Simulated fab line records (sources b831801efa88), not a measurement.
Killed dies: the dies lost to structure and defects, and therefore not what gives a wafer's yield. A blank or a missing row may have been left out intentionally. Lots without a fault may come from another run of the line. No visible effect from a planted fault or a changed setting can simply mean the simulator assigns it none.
A lot that was struck, set against a sound lot | flow gf180mcu | 18 steps out of a route of 602
Sound: the wafers L457.1, L457.2, L457.3. Struck: wafers L462.2, L462.3, L462.6. The cause comes at the end.
Each step with rows lists, per side, the tool, then ch with its chambers, then its first start. Under that, the readings that differ: sound wafers | struck wafers | difference of the means | sigmas: that difference in standard deviations of wafers without a fault.
alike: a reading whose means differ by less than 2 such deviations, as well as words and numbers matching on both sides. not compared: withheld readings; readings where some wafer has no value; bounds like >300 that might hide an equal value; numbers whose values overlap and for which the record gives no deviation.
The two part at a step that has a row with sigmas, a row that says differs or no value, or rows on one side only. Numbers that don't overlap but have no deviation are shown without sigmas and don't part them. A reading that every wafer of one side lacks parts them only if that side has two wafers or more.

GF_POLY_GATE_OVL_MEAS_11:
  sound on overlay-01 at day 9 16:22; struck on overlay-01 at day 11 05:47
  alike: POLY_GATE_OVL
GF_POLY_GATE_ETCH_12: etches BARC in N2/H2.
  sound on rieDiel-04 ch 1,2,3, day 9 16:24; struck on rieDiel-03 ch 1,2, day 11 05:49
  alike: drypumpMotorCurrentA, oesProductAu, throttleValvePct
GF_POLY_GATE_ETCH_13: etches poly-Si in HBr/Cl2, stops on SiO2, target depth 198.5 nm, time 69.6 s.
  sound on rieSi-02 ch 0,1,3, day 9 16:27; struck on rieSi-02 ch 0,1,3, day 11 05:52
  alike: drypumpMotorCurrentA, oesProductAu, throttleValvePct
  not compared: rfHoursCounterH
GF_POLY_GATE_STRIP_14: strips in O2/N2.
  sound on plasmaAsher-03 ch 0,1, day 9 16:30; struck on plasmaAsher-01 ch 0,1, day 11 05:55
  alike: drypumpMotorCurrentA, heaterPowerW, oesProductAu
  not compared: rfHoursCounterH
then, 2 steps without rows for these wafers: GF_POLY_GATE_CLEAN_15 (cleans in SC1/SC2, time 150 s); GF_POLY_GATE_OXIDATION_16 (stabilise 600 s, purge 300 s, target thk 4 nm).
GF_POLY_GATE_THK_MEAS_17:
  sound on filmMetro-04 at day 9 17:54; struck on filmMetro-04 at day 11 10:25
  alike: POLY_GATE_OXIDATION_THK
GF_POLY_GATE_CD_MEAS_18:
  sound on cdSem-01 at day 9 17:58; struck on cdSem-01 at day 11 10:29
  alike: cdNm
then, 4 steps without rows for these wafers: GF_HV_LDD_DEHYDRATE_00 (time 60 s); GF_HV_LDD_HMDS_01 (prime time 60 s); GF_HV_LDD_COAT_02 (resist thk 1000 nm); GF_HV_LDD_SOFTBAKE_03 (time 60 s).
GF_HV_LDD_EXPOSE_04: exposes mask Nplus LV AREA, target cd 400 nm.
  sound on ilineStepper-02 ch 0, day 10 02:33; struck on ilineStepper-02 ch 0, day 11 19:58
reading | sound                                           | struck                                                   | difference | sigmas
mask    | Nplus_LV_AREA#0 Nplus_LV_AREA#0 Nplus_LV_AREA#0 | Nplus_LV_AREA_R1#0 Nplus_LV_AREA_R1#0 Nplus_LV_AREA_R1#0 | differs    | 
then, 2 steps without rows for these wafers: GF_HV_LDD_PEB_05; GF_HV_LDD_DEVELOP_06 (develop time 60 s).
GF_HV_LDD_CD_MEAS_07: the cd target is 400 nm.
  sound on cdSem-02 at day 10 11:05; struck on cdSem-02 at day 12 04:52
reading   | sound       | struck      | difference | sigmas
cdNm (nm) | 396 397 397 | 321 322 320 | -76        | -23
GF_HV_LDD_OVL_MEAS_08:
  sound on overlay-02 at day 10 11:13; struck on overlay-01 at day 12 04:58
  alike: HV_LDD_OVL
-- a jump in the record: the struck wafers' starts before and after are 19 days apart (it breaks off in module HV_LDD and resumes in module PASSIVATION, where the first step shown is number 602 of the route) --
GF_PASSIVATION_PROBE_99:
  record: rows for the struck wafers here (prober-02, day 31 03:10), none for the sound ones

== WHERE THEY PART ==
First at GF_HV_LDD_EXPOSE_04; last, within this record, at GF_PASSIVATION_PROBE_99.

WHY: what had been put in by the simulator
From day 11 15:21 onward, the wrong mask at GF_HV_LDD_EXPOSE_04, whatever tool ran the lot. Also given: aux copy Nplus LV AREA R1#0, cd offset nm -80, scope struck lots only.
